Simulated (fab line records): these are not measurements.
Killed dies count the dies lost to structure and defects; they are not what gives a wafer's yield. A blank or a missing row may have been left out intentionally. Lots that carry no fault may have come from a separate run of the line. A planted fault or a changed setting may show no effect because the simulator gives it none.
What tool caused it? :: flow sky130 :: Sampling: 11 lots, 33 wafers, 2 of 708 route steps

== WHAT THE GAUGES SHOWED, per wafer ==
SKY_CAP2M_RS_MEAS_03: a four-point-probe measurement. Usual: CAP2M_TIN_RS gives 6.86 ohm/sq (standard deviation 0.067).
lot: L722
measured: day 39 15:20
on: film metro-04
CAP2M_TIN_RS (ohm/sq): 6.81 6.87 6.96
flag: 

lot: L724
measured: day 40 00:20
on: film metro-04
CAP2M_TIN_RS (ohm/sq): 6.92 6.88 6.91
flag: 

lot: L725
measured: day 40 05:44
on: film metro-04
CAP2M_TIN_RS (ohm/sq): 6.76 6.73 6.75
flag: 

lot: L727
measured: day 41 02:05
on: film metro-01
CAP2M_TIN_RS (ohm/sq): 6.82 6.83 6.87
flag: 

lot: L728
measured: day 41 06:29
on: film metro-03
CAP2M_TIN_RS (ohm/sq): 6.76 6.71 6.80
flag: 

lot: L730
measured: day 41 21:15
on: film metro-04
CAP2M_TIN_RS (ohm/sq): 6.82 6.82 6.87
flag: 

lot: L731
measured: day 42 06:53
on: film metro-03
CAP2M_TIN_RS (ohm/sq): 6.91 6.91 6.88
flag: 

lot: L733
measured: day 43 00:56
on: film metro-04
CAP2M_TIN_RS (ohm/sq): 6.86 6.91 6.91
flag: 

lot: L734
measured: day 43 02:56
on: film metro-03
CAP2M_TIN_RS (ohm/sq): 6.87 6.82 6.85
flag: 

lot: L735
measured: day 43 09:06
on: film metro-01
CAP2M_TIN_RS (ohm/sq): 6.97 6.94 6.95
flag: 

lot: L738
measured: day 44 03:15
on: film metro-03
CAP2M_TIN_RS (ohm/sq): 6.75 6.74 6.84
flag: 

== WHAT TOOL EACH LOT RAN ON (gives the tool, then ch and the chambers of the sampled wafers, and finally the start) ==
lot: L722
SKY_VIA3_STRIP_16: plasma asher-02 ch 0,1, day 39 13:43

lot: L724
SKY_VIA3_STRIP_16: plasma asher-03 ch 0,1, day 39 22:38

lot: L725
SKY_VIA3_STRIP_16: plasma asher-02 ch 0,1, day 40 04:07

lot: L727
SKY_VIA3_STRIP_16: plasma asher-02 ch 0,1, day 41 00:25

lot: L728
SKY_VIA3_STRIP_16: plasma asher-02 ch 0,1, day 41 04:49

lot: L730
SKY_VIA3_STRIP_16: plasma asher-04 ch 0,1, day 41 19:35

lot: L731
SKY_VIA3_STRIP_16: plasma asher-03 ch 0,1, day 42 05:13

lot: L733
SKY_VIA3_STRIP_16: plasma asher-03 ch 0,1, day 42 23:13

lot: L734
SKY_VIA3_STRIP_16: plasma asher-03 ch 0,1, day 43 01:15

lot: L735
SKY_VIA3_STRIP_16: plasma asher-02 ch 1, day 43 07:28

lot: L738
SKY_VIA3_STRIP_16: plasma asher-02 ch 0, day 44 01:22
- SKY_VIA3_STRIP_16: strips in O2/N2.

== AS READ BY THE TOOLS THEMSELVES (means over the sampled wafers that have a number; for cases with no such wafer, the mark the record gives instead) ==
SKY_VIA3_STRIP_16. Usual: drypump motor current A 5.86 A, standard deviation 0.19; oes product au 0.403 a.u., standard deviation 0.0048; strip time to endpoint s 4.138 s, standard deviation 0.029.
lot: L722
tool: plasma asher-02
drypump motor current A (A): 5.75
oes product au (a.u.): 0.400
strip time to endpoint s (s): 4.145
flag: 

lot: L724
tool: plasma asher-03
drypump motor current A (A): 5.83
oes product au (a.u.): 0.401
strip time to endpoint s (s): 4.153
flag: 

lot: L725
tool: plasma asher-02
drypump motor current A (A): 5.75
oes product au (a.u.): 0.402
strip time to endpoint s (s): 4.139
flag: 

lot: L727
tool: plasma asher-02
drypump motor current A (A): 5.77
oes product au (a.u.): 0.407
strip time to endpoint s (s): 4.126
flag: 

lot: L728
tool: plasma asher-02
drypump motor current A (A): 5.83
oes product au (a.u.): 0.402
strip time to endpoint s (s): 4.120
flag: 

lot: L730
tool: plasma asher-04
drypump motor current A (A): 5.93
oes product au (a.u.): 0.402
strip time to endpoint s (s): 4.104
flag: 

lot: L731
tool: plasma asher-03
drypump motor current A (A): 5.83
oes product au (a.u.): 0.400
strip time to endpoint s (s): 4.136
flag: 

lot: L733
tool: plasma asher-03
drypump motor current A (A): 6.04
oes product au (a.u.): 0.403
strip time to endpoint s (s): 4.113
flag: 

lot: L734
tool: plasma asher-03
drypump motor current A (A): 5.82
oes product au (a.u.): 0.399
strip time to endpoint s (s): 4.103
flag: 

lot: L735
tool: plasma asher-02
drypump motor current A (A): 5.91
oes product au (a.u.): 0.401
strip time to endpoint s (s): 4.155
flag: 

lot: L738
tool: plasma asher-02
drypump motor current A (A): 5.67
oes product au (a.u.): 0.402
strip time to endpoint s (s): 4.155
flag: 

== THE ANSWER, worked out from the rows above alone ==
Rule: a lot counts as off when the mean over its wafers that have a number is more than 3 standard deviations away from the usual mean. Also off: a lot with no number at a reading for which 4 or more lots have one. Any other lot the step has rows for is counted as sound. The gauges are gone through in route order, then the tools' own readings, and for those a lot's mean is taken as printed above. The first step at which some lot is off is used, and at that step the reading that is off furthest; a lot without a number counts as furthest.
Nothing can be told from this: no lot is off at any reading shown.

== WHAT WAS PUT IN BY THE SIMULATOR ==
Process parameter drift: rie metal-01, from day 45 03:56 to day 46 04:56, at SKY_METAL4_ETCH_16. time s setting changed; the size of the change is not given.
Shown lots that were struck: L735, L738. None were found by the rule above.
